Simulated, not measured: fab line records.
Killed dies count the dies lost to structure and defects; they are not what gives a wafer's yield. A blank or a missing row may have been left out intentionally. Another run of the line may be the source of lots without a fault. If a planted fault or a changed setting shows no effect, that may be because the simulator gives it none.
Chamber matching || flow sky130 || rieSi-01 running SKY_FIELD_ISO_ETCH_17: 4 sister chambers
The step etches Si in HBr/Cl2/O2, target depth 342 nm, time 97.7 s. 14 wafers are shown with their chamber, then 7 later ones without.

== WAFERS, EACH WITH ITS CHAMBER ==
{"wafer": "L172.1", "chamber": 3, "drypumpMotorCurrentA (A)": 5.1, "oesProductAu (a.u.)": 0.988, "throttleValvePct (%)": 25.649}
{"wafer": "L172.3", "chamber": 0, "drypumpMotorCurrentA (A)": 5.4, "oesProductAu (a.u.)": 0.975, "throttleValvePct (%)": 25.680}
{"wafer": "L172.5", "chamber": 3, "drypumpMotorCurrentA (A)": 5.1, "oesProductAu (a.u.)": 1.000, "throttleValvePct (%)": 25.656}
{"wafer": "L173.2", "chamber": 0, "drypumpMotorCurrentA (A)": 5.5, "oesProductAu (a.u.)": 0.976, "throttleValvePct (%)": 25.671}
{"wafer": "L173.3", "chamber": 1, "drypumpMotorCurrentA (A)": 5.7, "oesProductAu (a.u.)": 1.002, "throttleValvePct (%)": 25.660}
{"wafer": "L173.5", "chamber": 0, "drypumpMotorCurrentA (A)": 5.5, "oesProductAu (a.u.)": 0.980, "throttleValvePct (%)": 25.674}
{"wafer": "L176.2", "chamber": 3, "drypumpMotorCurrentA (A)": 5.1, "oesProductAu (a.u.)": 1.006, "throttleValvePct (%)": 25.651}
{"wafer": "L176.4", "chamber": 0, "drypumpMotorCurrentA (A)": 5.5, "oesProductAu (a.u.)": 0.985, "throttleValvePct (%)": 25.668}
{"wafer": "L176.6", "chamber": 1, "drypumpMotorCurrentA (A)": 5.7, "oesProductAu (a.u.)": 1.015, "throttleValvePct (%)": 25.638}
{"wafer": "L178.3", "chamber": 2, "drypumpMotorCurrentA (A)": 5.4, "oesProductAu (a.u.)": 0.982, "throttleValvePct (%)": 25.671}
{"wafer": "L178.4", "chamber": 1, "drypumpMotorCurrentA (A)": 5.7, "oesProductAu (a.u.)": 1.001, "throttleValvePct (%)": 25.661}
{"wafer": "L178.5", "chamber": 2, "drypumpMotorCurrentA (A)": 5.4, "oesProductAu (a.u.)": 0.978, "throttleValvePct (%)": 25.664}
{"wafer": "L192.1", "chamber": 3, "drypumpMotorCurrentA (A)": 5.1, "oesProductAu (a.u.)": 1.001, "throttleValvePct (%)": 25.639}
{"wafer": "L192.3", "chamber": 0, "drypumpMotorCurrentA (A)": 5.5, "oesProductAu (a.u.)": 0.979, "throttleValvePct (%)": 25.678}

SIGNATURES (means of the wafers above)
{"reading": "drypumpMotorCurrentA", "chamber 0": 5.480, "chamber 1": 5.700, "chamber 2": 5.400, "chamber 3": 5.100, "scatter within a chamber": 0.0283}
{"reading": "oesProductAu", "chamber 0": 0.97900, "chamber 1": 1.00600, "chamber 2": 0.98000, "chamber 3": 0.99875, "scatter within a chamber": 0.00606}
{"reading": "throttleValvePct", "chamber 0": 25.67420, "chamber 1": 25.65300, "chamber 2": 25.66750, "chamber 3": 25.64875, "scatter within a chamber": 0.00782}
Rule: for each reading, subtract the chamber's mean from the wafer's reading, divide by that reading's scatter and square the result; add these up over the readings and take the root, which gives the wafer's distance from the chamber. If the next closest chamber is less than 2 further off than the closest, the wafer can't be placed; otherwise it belongs to the closest. How the scatter is found: for the shown wafers, subtract from each reading the mean of its chamber, square and add these, divide the total by (wafers less chambers), then take the root.

== WAFERS MISSING THEIR CHAMBER ==
{"wafer": "L192.5", "drypumpMotorCurrentA (A)": 5.7, "oesProductAu (a.u.)": 0.985, "throttleValvePct (%)": 25.660}
{"wafer": "L194.2", "drypumpMotorCurrentA (A)": 5.7, "oesProductAu (a.u.)": 1.006, "throttleValvePct (%)": 25.658}
{"wafer": "L194.3", "drypumpMotorCurrentA (A)": 5.5, "oesProductAu (a.u.)": 0.989, "throttleValvePct (%)": 25.675}
{"wafer": "L194.5", "drypumpMotorCurrentA (A)": 5.5, "oesProductAu (a.u.)": 0.979, "throttleValvePct (%)": 25.654}
{"wafer": "L195.4", "drypumpMotorCurrentA (A)": 5.4, "oesProductAu (a.u.)": 0.981, "throttleValvePct (%)": 25.673}
{"wafer": "L195.5", "drypumpMotorCurrentA (A)": 5.4, "oesProductAu (a.u.)": 0.975, "throttleValvePct (%)": 25.669}
{"wafer": "L195.6", "drypumpMotorCurrentA (A)": 5.7, "oesProductAu (a.u.)": 0.992, "throttleValvePct (%)": 25.657}

== THE CHAMBER EACH PASSED THROUGH ==
{"wafer": "L192.5", "from the rows above": 1, "in truth": 1}
{"wafer": "L194.2", "from the rows above": 1, "in truth": 1}
{"wafer": "L194.3", "from the rows above": 0, "in truth": 0}
{"wafer": "L194.5", "from the rows above": "can't be placed: 0 or 2", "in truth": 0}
{"wafer": "L195.4", "from the rows above": 2, "in truth": 2}
{"wafer": "L195.5", "from the rows above": 2, "in truth": 2}
{"wafer": "L195.6", "from the rows above": 1, "in truth": 1}
6 of 7 placed correctly. These rows do not allow placing 1 (true chamber among the candidates in 1). Wrongly placed: 0.
